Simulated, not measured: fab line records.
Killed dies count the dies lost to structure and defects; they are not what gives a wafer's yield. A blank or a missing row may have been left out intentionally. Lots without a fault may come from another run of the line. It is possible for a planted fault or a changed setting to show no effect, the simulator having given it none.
A struck lot beside a sound one ; flow sky130 ; 43 out of 708 route steps
Sound: the wafers L204.4, L204.5, L204.6. Wafers struck: L219.1, L219.2, L219.3. The cause comes at the end.
Each step with rows lists, per side, the tool, then ch with its chambers, then its first start. Under that, the readings that differ: sound wafers ; struck wafers ; difference of the means ; sigmas: that difference in standard deviations of wafers without a fault.
alike: same words and numbers on both sides, and readings whose means sit less than 2 such deviations apart. not compared: any withheld reading, any reading some wafer has no value for, any bound like >300 that may hide the same value, and any number with overlapping values for which the record gives no deviation.
A row with sigmas, a row that says differs or no value, or rows on one side alone: a step with any of these is where the two part. When numbers do not overlap yet have no deviation, they are printed without sigmas and do not part them. A reading that every wafer of one side lacks parts them only if that side has two wafers or more.

first, 1 step without rows for these wafers: SKY_VT_ADJUST_LVTN_IMPLANT_19.
SKY_VT_ADJUST_LVTN_STRIP_20: strips in O2/N2.
  sound on plasmaAsher-01 ch 0,1, day 7 23:53; struck on plasmaAsher-03 ch 0,1, day 11 23:05
  alike: drypumpMotorCurrentA, oesProductAu, stripTimeToEndpointS
  not compared: rfHoursCounterH
SKY_VT_ADJUST_LVTN_TW_MEAS_21:
  sound on filmMetro-04 at day 7 23:58; struck on filmMetro-02 at day 11 23:11
reading;sound;struck;difference;sigmas
VT_ADJUST_LVTN_2_TW;188.2 190.0 189.3;183.7 185.3 183.8;-4.9;-3
then, 7 steps without rows for these wafers: SKY_VT_ADJUST_NCORE_DEHYDRATE_00 (time 60 s); SKY_VT_ADJUST_NCORE_HMDS_01 (prime time 60 s); SKY_VT_ADJUST_NCORE_COAT_02 (resist thk 1140 nm); SKY_VT_ADJUST_NCORE_SOFTBAKE_03 (time 60 s); SKY_VT_ADJUST_NCORE_EXPOSE_04 (exposes mask LVTN COMPLEMENT THIN, target cd 380 nm); SKY_VT_ADJUST_NCORE_PEB_05; SKY_VT_ADJUST_NCORE_DEVELOP_06 (develop time 60 s).
SKY_VT_ADJUST_NCORE_CD_MEAS_07: target cd 380 nm.
  sound on cdSem-02 at day 8 20:44; struck on cdSem-02 at day 12 23:48
  alike: cdNm
SKY_VT_ADJUST_NCORE_OVL_MEAS_08:
  sound on overlay-01 at day 8 20:49; struck on overlay-01 at day 12 23:55
  alike: VT_ADJUST_NCORE_OVL
SKY_VT_ADJUST_NCORE_IMPLANT_09:
  sound on implanter-02 ch 0, day 8 20:54; struck on implanter-02 ch 0, day 12 23:58
  alike: doseIonsCm2
SKY_VT_ADJUST_NCORE_STRIP_10: strips in O2/N2.
  sound on plasmaAsher-02 ch 0,1, day 8 21:01; struck on plasmaAsher-02 ch 0,1, day 13 00:07
  alike: drypumpMotorCurrentA, oesProductAu, stripTimeToEndpointS
  not compared: rfHoursCounterH
SKY_VT_ADJUST_NCORE_TW_MEAS_11:
  sound on filmMetro-03 at day 8 21:07; struck on filmMetro-03 at day 13 00:13
  alike: VT_ADJUST_NCORE_TW
then, 7 steps without rows for these wafers: SKY_VT_ADJUST_HVTR_DEHYDRATE_00 (time 60 s); SKY_VT_ADJUST_HVTR_HMDS_01 (prime time 60 s); SKY_VT_ADJUST_HVTR_COAT_02 (resist thk 1140 nm); SKY_VT_ADJUST_HVTR_SOFTBAKE_03 (time 60 s); SKY_VT_ADJUST_HVTR_EXPOSE_04 (exposes mask HVTRM, target cd 380 nm); SKY_VT_ADJUST_HVTR_PEB_05; SKY_VT_ADJUST_HVTR_DEVELOP_06 (develop time 60 s).
SKY_VT_ADJUST_HVTR_CD_MEAS_07: target cd 380 nm.
  sound on cdSem-01 at day 9 18:43; struck on cdSem-01 at day 14 00:57
  alike: cdNm
SKY_VT_ADJUST_HVTR_OVL_MEAS_08:
  sound on overlay-02 at day 9 18:47; struck on overlay-02 at day 14 01:04
  alike: VT_ADJUST_HVTR_OVL
following that, these wafers have no rows for 1 step: SKY_VT_ADJUST_HVTR_IMPLANT_09.
SKY_VT_ADJUST_HVTR_STRIP_10: strips in O2/N2.
  sound on plasmaAsher-01 ch 0,1, day 9 18:59; struck on plasmaAsher-01 ch 0,1, day 14 01:16
  alike: drypumpMotorCurrentA, oesProductAu, stripTimeToEndpointS
  not compared: rfHoursCounterH
SKY_VT_ADJUST_HVTR_TW_MEAS_11:
  sound on filmMetro-03 at day 9 19:05; struck on filmMetro-03 at day 14 01:22
  alike: VT_ADJUST_HVTR_TW
then, 7 steps without rows for these wafers: SKY_VT_ADJUST_PCH_DEHYDRATE_00 (time 60 s); SKY_VT_ADJUST_PCH_HMDS_01 (prime time 60 s); SKY_VT_ADJUST_PCH_COAT_02 (resist thk 3000 nm); SKY_VT_ADJUST_PCH_SOFTBAKE_03; SKY_VT_ADJUST_PCH_EXPOSE_04 (exposes mask NWM, target cd 840 nm); SKY_VT_ADJUST_PCH_PEB_05; SKY_VT_ADJUST_PCH_DEVELOP_06 (develop time 60 s).
SKY_VT_ADJUST_PCH_OVL_MEAS_07:
  sound on overlay-02 at day 10 17:23; struck on overlay-01 at day 15 03:37
  alike: VT_ADJUST_PCH_OVL
following that, these wafers have no rows for 1 step: SKY_VT_ADJUST_PCH_IMPLANT_08.
SKY_VT_ADJUST_PCH_STRIP_09: strips in O2/N2.
  sound on plasmaAsher-01 ch 0,1, day 10 17:35; struck on plasmaAsher-02 ch 0,1, day 15 03:47
  alike: drypumpMotorCurrentA, oesProductAu, stripTimeToEndpointS
  not compared: rfHoursCounterH
SKY_VT_ADJUST_PCH_TW_MEAS_10:
  sound on filmMetro-01 at day 10 17:41; struck on filmMetro-01 at day 15 03:53
reading;sound;struck;difference;sigmas
VT_ADJUST_PCH_TW;141.5 142.6 142.2;143.5 144.6 144.1;+2.0;+3
then, 4 steps without rows for these wafers: SKY_SONOS_TUNNEL_DEHYDRATE_00 (time 60 s); SKY_SONOS_TUNNEL_HMDS_01 (prime time 60 s); SKY_SONOS_TUNNEL_COAT_02 (resist thk 1140 nm); SKY_SONOS_TUNNEL_SOFTBAKE_03 (time 60 s).
-- a jump in the record: the struck wafers' starts before and after are 34 days apart (it breaks off in module SONOS_TUNNEL and resumes in module PAD_OPEN, where the first step shown is number 708 of the route) --
SKY_PAD_OPEN_PROBE_99:
  sound on prober-02 at day 46 03:20; struck on prober-01 at day 49 13:55
reading;sound;struck;difference;sigmas
model.etest.capOno.gateBvV (V);16.45 16.84 16.89;7.679 7.53 7.544;-9.142;
model.etest.capThickOxide.gateBvV (V);15.17 15.81 16.03;11.19 11.12 11.03;-4.56;
model.etest.capThickOxide.gateLog10ACm2;-7.055 -7.132 -6.934;-3.945 -3.969 -4.13;+3.026;
model.etest.diodeNwellSub.leakLog10ACm2;-7.501 -7.429 -7.312;-5.853 -5.756 -5.681;+1.651;
model.etest.diodeDnwellSub.leakLog10ACm2;-7.586 -7.43 -7.104;-5.481 -5.747 -5.857;+1.678;
model.etest.capThinOxide.gateLog10ACm2;-6.586 -7.172 -6.923;-5.817 -5.764 -6.009;+1.030;
model.etest.diodePwellDnwell.leakLog10ACm2;-7.738 -7.429 -7.563;-5.987 -6.199 -6.253;+1.430;
model.etest.capThinOxide.gateBvV (V);6.838 7.108 6.842;5.926 5.896 5.935;-1.010;
  alike: killed_at_M0_to_M3, killed_at_M4_up, killedAtContacts, killedAtFrontEnd, killedAtOther, killedDies, killedOpen, killedShort

WHERE THEY PART
Earliest at SKY_VT_ADJUST_LVTN_TW_MEAS_21; latest, in this record, at SKY_VT_ADJUST_PCH_TW_MEAS_10. Later steps at which nothing parts them and some readings are alike: SKY_PAD_OPEN_PROBE_99.

WHY: what the simulator had put in
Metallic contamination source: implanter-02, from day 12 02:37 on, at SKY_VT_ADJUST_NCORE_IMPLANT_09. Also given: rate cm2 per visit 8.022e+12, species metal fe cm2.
